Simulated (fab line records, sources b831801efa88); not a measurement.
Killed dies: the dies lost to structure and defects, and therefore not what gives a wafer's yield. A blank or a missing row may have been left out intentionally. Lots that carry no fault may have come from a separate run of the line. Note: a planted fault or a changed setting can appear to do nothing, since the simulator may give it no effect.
Struck lot and sound lot, side by side + flow sfqLine + 14 out of 325 route steps
Sound: wafers L752.1, L752.2, L752.5. Struck: wafer L745.5; the same lot's L745.3 was not struck, so it is left out; see the end for the cause.
Each step with rows lists, per side, the tool, then ch with its chambers, then its first start. Under that, the readings that differ: sound wafers + struck wafers + difference of the means + sigmas: that difference in standard deviations of wafers without a fault.
alike: a reading whose means differ by less than 2 such deviations, as well as words and numbers matching on both sides. not compared: withheld readings; readings where some wafer has no value; bounds like >300 that might hide an equal value; numbers whose values overlap and for which the record gives no deviation.
Wherever a step has rows on one side only, a row that says differs or no value, or a row with sigmas, the two part there. Non-overlapping numbers with no deviation appear without sigmas and do not part them. A reading that every wafer of one side lacks parts them only if that side has two wafers or more.

first, 6 steps without rows for these wafers: SFQ_TRILAYER_M2_LITHO_COAT_062 (resist thk 62 nm); SFQ_TRILAYER_M2_LITHO_COAT_057 (resist thk 600 nm); SFQ_TRILAYER_M2_LITHO_SOFTBAKE_061; SFQ_TRILAYER_M2_LITHO_EXPOSE_058 (exposes mask M2, target cd 500 nm); SFQ_TRILAYER_M2_LITHO_PEB_060 (peb time 60 s); SFQ_TRILAYER_M2_LITHO_DEVELOP_059 (time 60 s).
SFQ_M2_OVL_MEAS_916:
  sound: overlay-01 at day 32 00:20; struck: overlay-02 at day 31 01:26
  alike: M2_OVL
SFQ_TRILAYER_M2_BARC_OPEN_METAL_ETCH_077: etches BARC in O2, target depth 125 nm, time 41.7 s.
  sound on rieMetal-01 ch 0,1, day 32 00:23; struck on rieMetal-01 ch 1, day 31 01:29
  alike: drypumpMotorCurrentA, oesProductAu
  not compared: rfHoursCounterH
SFQ_TRILAYER_M2_ETCH_METAL_ETCH_060: etches Nb in Cl2/Ar, stops on SiO2, target depth 240 nm, time 120 s.
  sound on rieMetal-01 ch 0,1, day 32 00:26; struck on rieMetal-01 ch 1, day 31 01:34
  alike: drypumpMotorCurrentA, oesProductAu
  not compared: rfHoursCounterH
SFQ_TRILAYER_M2_STRIP_STRIP_061: strips in O2.
  sound on rieMetal-01 ch 0,1, day 32 00:34; struck on rieMetal-01 ch 1, day 31 01:50
  alike: drypumpMotorCurrentA, oesProductAu
  not compared: rfHoursCounterH
then, 1 step without rows for these wafers: SFQ_TRILAYER_M2_STRIP_SOLV_CLEAN_062 (cleans in NMP, time 600 s).
SFQ_TRILAYER_I2_DEP_PECVD_063: deposits SiO2 from SiH4/N2O, time 111.11 s, target thk 500 nm.
  sound on pecvd-04 ch 0,1, day 32 01:20; struck on pecvd-02 ch 2, day 31 02:25
| reading                                            | sound             | struck | difference | sigmas |
|----------------------------------------------------|-------------------|--------|------------|--------|
| runLengthS (s)                                     | 138.2 138.9 138.6 | 124.1  | -14.5      | -24    |
| model.SiO2_of_TRILAYER_I2_DEP_PECVD_063.thkNm (nm) | 491.8 502.3 513.4 | 439.3  | -63.2      |        |
  alike: heaterPowerW, throttleValvePct
SFQ_TRILAYER_I2_CMP_CMP_064: polishes SiO2.
  sound on cmp-01 ch 2,3, day 32 01:25; struck on cmp-02 ch 0, day 31 05:05
| reading             | sound       | struck | difference | sigmas |
|---------------------|-------------|--------|------------|--------|
| timeToEndpointS (s) | 208 206 220 | 175    | -36        | -5     |
  alike: motorCurrentA, slurryFlowMlMin
SFQ_I2_BOW_MEAS_917:
  sound: filmMetro-01 at day 32 04:25; struck: filmMetro-02 at day 31 06:08
  alike: I2_BOW

## WHERE THEY PART
At SFQ_TRILAYER_I2_DEP_PECVD_063 first; at SFQ_TRILAYER_I2_CMP_CMP_064 last (within this record only). Later steps at which nothing parts them and some readings are alike: SFQ_I2_BOW_MEAS_917.

WHY: what had been put in by the simulator
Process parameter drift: pecvd-02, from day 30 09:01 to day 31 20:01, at SFQ_TRILAYER_I2_DEP_PECVD_063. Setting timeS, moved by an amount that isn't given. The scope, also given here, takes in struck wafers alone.
